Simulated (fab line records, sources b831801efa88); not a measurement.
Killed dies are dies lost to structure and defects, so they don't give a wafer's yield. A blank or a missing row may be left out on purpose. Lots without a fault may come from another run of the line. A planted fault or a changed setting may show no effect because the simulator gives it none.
Chamber matching | flow sky130 | SKY_VIA4_ETCH_12 on rie_diel-04: 4 sister chambers
The step etches SiO2 in C4F8/O2/Ar, stops on TiN, target depth 580 nm. 8 wafers are shown with their chamber, then 9 later ones without.

WAFERS WITH THEIR CHAMBER
wafer  | chamber | oes_product_au (a.u.)
L602.5 | 3       | 0.930
L602.6 | 0       | 0.920
L607.1 | 0       | 0.923
L607.3 | 1       | 0.922
L611.6 | 3       | 0.926
L615.2 | 2       | 0.924
L615.3 | 1       | 0.930
L615.4 | 2       | 0.927

WAFERS WITHOUT THEIR CHAMBER
wafer  | oes_product_au (a.u.)
L617.1 | 0.926
L617.3 | 0.924
L617.6 | 0.934
L620.3 | 0.930
L620.5 | 0.926
L620.6 | 0.921
L621.2 | 0.927
L621.4 | 0.928
L621.5 | 0.932

WHICH CHAMBER EACH WENT THROUGH
wafer  | from the rows above               | in truth
L617.1 | can't be placed: 1 or 2 or 3 or 0 | 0
L617.3 | can't be placed: 2 or 1 or 0 or 3 | 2
L617.6 | can't be placed: 3 or 1 or 2 or 0 | 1
L620.3 | can't be placed: 3 or 1 or 2 or 0 | 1
L620.5 | can't be placed: 1 or 2 or 3 or 0 | 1
L620.6 | can't be placed: 0 or 2 or 1 or 3 | 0
L621.2 | can't be placed: 1 or 3 or 2 or 0 | 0
L621.4 | can't be placed: 3 or 1 or 2 or 0 | 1
L621.5 | can't be placed: 3 or 1 or 2 or 0 | 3
Placed correctly: 0 of 9. Can't be placed from these rows: 9 (the true chamber is among the candidates in 9). Placed wrongly: 0.
How it was worked out, from the rows above alone: a wafer's distance from a chamber is the root of the sum, over the readings, of the square of ((its reading less the chamber's mean) divided by the reading's scatter). The wafer belongs to the nearest chamber; if the next one is less than 2 further off, it can't be placed. A chamber's mean is the mean of its shown wafers. The scatter: the root of (the sum of the squares of (reading less its chamber's mean) over the shown wafers, divided by (wafers less chambers)).
